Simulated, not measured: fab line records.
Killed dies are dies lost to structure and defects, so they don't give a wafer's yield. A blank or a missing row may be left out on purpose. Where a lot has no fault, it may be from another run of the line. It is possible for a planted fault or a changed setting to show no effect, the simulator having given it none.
What tool caused it? :: flow sky130 :: 12 lots with 36 wafers sampled at 4 steps, on a route of 708 steps

## WHAT EACH GAUGE READ, for each wafer
SKY_VIA1_CD_MEAS_12: target cd 150 nm.
lot: L550
measured: day 35 09:52
on: cd-sem-01
cd-nm (nm): 149.1 147.3 149.8

lot: L553
measured: day 36 12:52
on: cd-sem-01
cd-nm (nm): 149.1 149.1 149.4

lot: L555
measured: day 38 00:40
on: cd-sem-02
cd-nm (nm): 150.7 151.3 149.8

lot: L559
measured: day 38 13:10
on: cd-sem-01
cd-nm (nm): 153.2 153.0 154.7

lot: L558
measured: day 38 13:05
on: cd-sem-02
cd-nm (nm): 149.2 150.3 149.0

lot: L560
measured: day 38 15:53
on: cd-sem-02
cd-nm (nm): 152.8 152.8 151.7

lot: L561
measured: day 39 03:34
on: cd-sem-01
cd-nm (nm): 150.8 150.2 150.0

lot: L562
measured: day 39 08:14
on: cd-sem-02
cd-nm (nm): 147.9 146.4 148.0

lot: L563
measured: day 39 13:51
on: cd-sem-01
cd-nm (nm): 148.5 147.4 148.6

lot: L564
measured: day 39 20:23
on: cd-sem-02
cd-nm (nm): 151.0 152.2 152.1

lot: L568
measured: day 40 23:58
on: cd-sem-02
cd-nm (nm): 150.3 150.5 150.8

lot: L570
measured: day 41 09:43
on: cd-sem-02
cd-nm (nm): 149.8 147.7 149.6

## WHICH TOOL RAN EACH LOT (tool, then ch and the chambers of the sampled wafers, then the start)
lot: L550
SKY_METAL1_ETCH_18: rie-metal-04 ch 0,1, day 34 06:07
SKY_METAL1_STRIP_20: plasma-asher-04 ch 0,1, day 34 06:16
SKY_VIA1_SOFTBAKE_08: litho-track-01 ch 0, day 34 20:00

lot: L553
SKY_METAL1_ETCH_18: rie-metal-03 ch 0,1, day 35 09:04
SKY_METAL1_STRIP_20: plasma-asher-02 ch 0,1, day 35 09:17
SKY_VIA1_SOFTBAKE_08: litho-track-01 ch 0, day 35 23:00

lot: L555
SKY_METAL1_ETCH_18: rie-metal-04 ch 0,1, day 36 20:52
SKY_METAL1_STRIP_20: plasma-asher-02 ch 0,1, day 36 21:01
SKY_VIA1_SOFTBAKE_08: litho-track-01 ch 0, day 37 11:00

lot: L559
SKY_METAL1_ETCH_18: rie-metal-02 ch 0,1, day 37 09:37
SKY_METAL1_STRIP_20: plasma-asher-04 ch 0,1, day 37 09:46
SKY_VIA1_SOFTBAKE_08: litho-track-02 ch 0, day 38 00:00

lot: L558
SKY_METAL1_ETCH_18: rie-metal-03 ch 0,1, day 37 09:38
SKY_METAL1_STRIP_20: plasma-asher-02 ch 0,1, day 37 09:47
SKY_VIA1_SOFTBAKE_08: litho-track-03 ch 0, day 38 00:00

lot: L560
SKY_METAL1_ETCH_18: rie-metal-04 ch 0,1, day 37 12:40
SKY_METAL1_STRIP_20: plasma-asher-04 ch 0,1, day 37 12:49
SKY_VIA1_SOFTBAKE_08: litho-track-03 ch 0, day 38 02:00

lot: L561
SKY_METAL1_ETCH_18: rie-metal-03 ch 0,1, day 38 00:55
SKY_METAL1_STRIP_20: plasma-asher-04 ch 0,1, day 38 01:04
SKY_VIA1_SOFTBAKE_08: litho-track-01 ch 0, day 38 14:00

lot: L562
SKY_METAL1_ETCH_18: rie-metal-04 ch 0,1, day 38 05:35
SKY_METAL1_STRIP_20: plasma-asher-02 ch 0,1, day 38 05:44
SKY_VIA1_SOFTBAKE_08: litho-track-02 ch 0, day 38 19:00

lot: L563
SKY_METAL1_ETCH_18: rie-metal-03 ch 1, day 38 11:14
SKY_METAL1_STRIP_20: plasma-asher-02 ch 0,1, day 38 11:23
SKY_VIA1_SOFTBAKE_08: litho-track-02 ch 0, day 39 01:00

lot: L564
SKY_METAL1_ETCH_18: rie-metal-02 ch 0, day 38 17:47
SKY_METAL1_STRIP_20: plasma-asher-03 ch 0,1, day 38 18:04
SKY_VIA1_SOFTBAKE_08: litho-track-03 ch 0, day 39 07:00

lot: L568
SKY_METAL1_ETCH_18: rie-metal-03 ch 0,1, day 39 21:37
SKY_METAL1_STRIP_20: plasma-asher-02 ch 0,1, day 39 21:46
SKY_VIA1_SOFTBAKE_08: litho-track-03 ch 0, day 40 11:00

lot: L570
SKY_METAL1_ETCH_18: rie-metal-04 ch 0,1, day 40 08:20
SKY_METAL1_STRIP_20: plasma-asher-03 ch 0,1, day 40 08:29
SKY_VIA1_SOFTBAKE_08: litho-track-03 ch 0, day 40 21:00
- SKY_METAL1_ETCH_18: etches BARC in N2/H2, stops on SiO2, time 45.9 s, target depth 60 nm.
- SKY_METAL1_STRIP_20: strips in O2/N2.
- SKY_VIA1_SOFTBAKE_08: time 90 s.

## WHAT THE TOOLS THEMSELVES READ (means of the sampled wafers that have a number; where no wafer has one, the mark that the record gives instead)
SKY_METAL1_ETCH_18.
lot: L550
tool: rie-metal-04
drypump-motor-current-A (A): 5.67
oes-product-au (a.u.): 0.853
throttle-valve-pct (%): 13.230

lot: L553
tool: rie-metal-03
drypump-motor-current-A (A): 5.89
oes-product-au (a.u.): 0.854
throttle-valve-pct (%): 13.231

lot: L555
tool: rie-metal-04
drypump-motor-current-A (A): 5.71
oes-product-au (a.u.): 0.854
throttle-valve-pct (%): 13.228

lot: L559
tool: rie-metal-02
drypump-motor-current-A (A): 6.13
oes-product-au (a.u.): 0.857
throttle-valve-pct (%): 13.221

lot: L558
tool: rie-metal-03
drypump-motor-current-A (A): 5.71
oes-product-au (a.u.): 0.853
throttle-valve-pct (%): 13.222

lot: L560
tool: rie-metal-04
drypump-motor-current-A (A): 5.68
oes-product-au (a.u.): 0.856
throttle-valve-pct (%): 13.234

lot: L561
tool: rie-metal-03
drypump-motor-current-A (A): 5.86
oes-product-au (a.u.): 0.851
throttle-valve-pct (%): 13.223

lot: L562
tool: rie-metal-04
drypump-motor-current-A (A): 5.72
oes-product-au (a.u.): 0.854
throttle-valve-pct (%): 13.218

lot: L563
tool: rie-metal-03
drypump-motor-current-A (A): 6.00
oes-product-au (a.u.): 0.853
throttle-valve-pct (%): 13.225

lot: L564
tool: rie-metal-02
drypump-motor-current-A (A): 6.01
oes-product-au (a.u.): 0.855
throttle-valve-pct (%): 13.224

lot: L568
tool: rie-metal-03
drypump-motor-current-A (A): 5.72
oes-product-au (a.u.): 0.854
throttle-valve-pct (%): 13.233

lot: L570
tool: rie-metal-04
drypump-motor-current-A (A): 5.70
oes-product-au (a.u.): 0.855
throttle-valve-pct (%): 13.230

SKY_METAL1_STRIP_20.
lot: L550
tool: plasma-asher-04
drypump-motor-current-A (A): 6.3
oes-product-au (a.u.): 0.344
strip-time-to-endpoint-s (s): 2.77

lot: L553
tool: plasma-asher-02
drypump-motor-current-A (A): 5.6
oes-product-au (a.u.): 0.342
strip-time-to-endpoint-s (s): 2.72

lot: L555
tool: plasma-asher-02
drypump-motor-current-A (A): 5.6
oes-product-au (a.u.): 0.343
strip-time-to-endpoint-s (s): 2.73

lot: L559
tool: plasma-asher-04
drypump-motor-current-A (A): 6.3
oes-product-au (a.u.): 0.347
strip-time-to-endpoint-s (s): 2.71

lot: L558
tool: plasma-asher-02
drypump-motor-current-A (A): 5.6
oes-product-au (a.u.): 0.340
strip-time-to-endpoint-s (s): 2.72

lot: L560
tool: plasma-asher-04
drypump-motor-current-A (A): 6.2
oes-product-au (a.u.): 0.345
strip-time-to-endpoint-s (s): 2.69

lot: L561
tool: plasma-asher-04
drypump-motor-current-A (A): 6.2
oes-product-au (a.u.): 0.346
strip-time-to-endpoint-s (s): 2.71

lot: L562
tool: plasma-asher-02
drypump-motor-current-A (A): 5.6
oes-product-au (a.u.): 0.342
strip-time-to-endpoint-s (s): 2.74

lot: L563
tool: plasma-asher-02
drypump-motor-current-A (A): 6.1
oes-product-au (a.u.): 0.346
strip-time-to-endpoint-s (s): 2.71

lot: L564
tool: plasma-asher-03
drypump-motor-current-A (A): 5.9
oes-product-au (a.u.): 0.341
strip-time-to-endpoint-s (s): 2.67

lot: L568
tool: plasma-asher-02
drypump-motor-current-A (A): 5.6
oes-product-au (a.u.): 0.344
strip-time-to-endpoint-s (s): 2.73

lot: L570
tool: plasma-asher-03
drypump-motor-current-A (A): 5.8
oes-product-au (a.u.): 0.340
strip-time-to-endpoint-s (s): 2.70

SKY_VIA1_SOFTBAKE_08.
lot: L550
tool: litho-track-01
heater-power-total-W (W): 57.45
run-length-s (s): 118.87

lot: L553
tool: litho-track-01
heater-power-total-W (W): 57.29
run-length-s (s): 119.09

lot: L555
tool: litho-track-01
heater-power-total-W (W): 57.26
run-length-s (s): 118.99

lot: L559
tool: litho-track-02
heater-power-total-W (W): 57.34
run-length-s (s): 119.08

lot: L558
tool: litho-track-03
heater-power-total-W (W): 57.32
run-length-s (s): 119.14

lot: L560
tool: litho-track-03
heater-power-total-W (W): 57.31
run-length-s (s): 119.08

lot: L561
tool: litho-track-01
heater-power-total-W (W): 57.46
run-length-s (s): 119.06

lot: L562
tool: litho-track-02
heater-power-total-W (W): 57.44
run-length-s (s): 119.01

lot: L563
tool: litho-track-02
heater-power-total-W (W): 57.35
run-length-s (s): 118.96

lot: L564
tool: litho-track-03
heater-power-total-W (W): 57.41
run-length-s (s): 119.06

lot: L568
tool: litho-track-03
heater-power-total-W (W): 58.03
run-length-s (s): 116.14

lot: L570
tool: litho-track-03
heater-power-total-W (W): 57.94
run-length-s (s): 116.12

## THE ANSWER, worked out from the rows above alone
Rule: what is usual is taken from the lots themselves. The widest of any qualifying gaps counts: lots, ordered by their means at a reading, are off when they make up no more than a third of the lots, leave a main group of 4 or more, and stand apart from it by 3 or more times the standard deviation of that group's means. If all means in a main group match to the digits the tables above print for the reading, that group is not used. Also off: a lot with no number at a reading for which 4 or more lots have one. The other lots that the step has rows for count as sound. First the gauges in route order, then the tools' own readings, where a lot's mean is used as printed above. The first step at which some lot is off is used, and at that step the reading that is off furthest; a lot without a number counts as furthest.
Off: L568, L570 (SKY_VIA1_SOFTBAKE_08, run-length-s). Mean 119.03 s and standard deviation 0.074 in the main group.
A tool fits if, at that step or a process step before it, it ran every lot that is off, and no sound lot after the first of them. One candidate fits, namely litho-track-03 at SKY_VIA1_SOFTBAKE_08. A fault onset in the window from L564 (day 39 07:00, its last sound lot) to L568 (day 40 11:00, its first lot off) fits.
The tool's own readings at SKY_VIA1_SOFTBAKE_08 bear it out: on the lots that are off they differ by more than 5 times the standard deviation of the sound lots' means. heater-power-total-W reads 57.98 W there against 57.36 W on the sound lots; run-length-s reads 116.13 s there against 119.03 s on the sound lots.

## WHAT THE SIMULATOR PUT IN
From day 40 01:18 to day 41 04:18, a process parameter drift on litho-track-03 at SKY_VIA1_SOFTBAKE_08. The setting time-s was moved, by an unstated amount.
Shown lots that were struck: L568, L570. Same finding as the rule above.
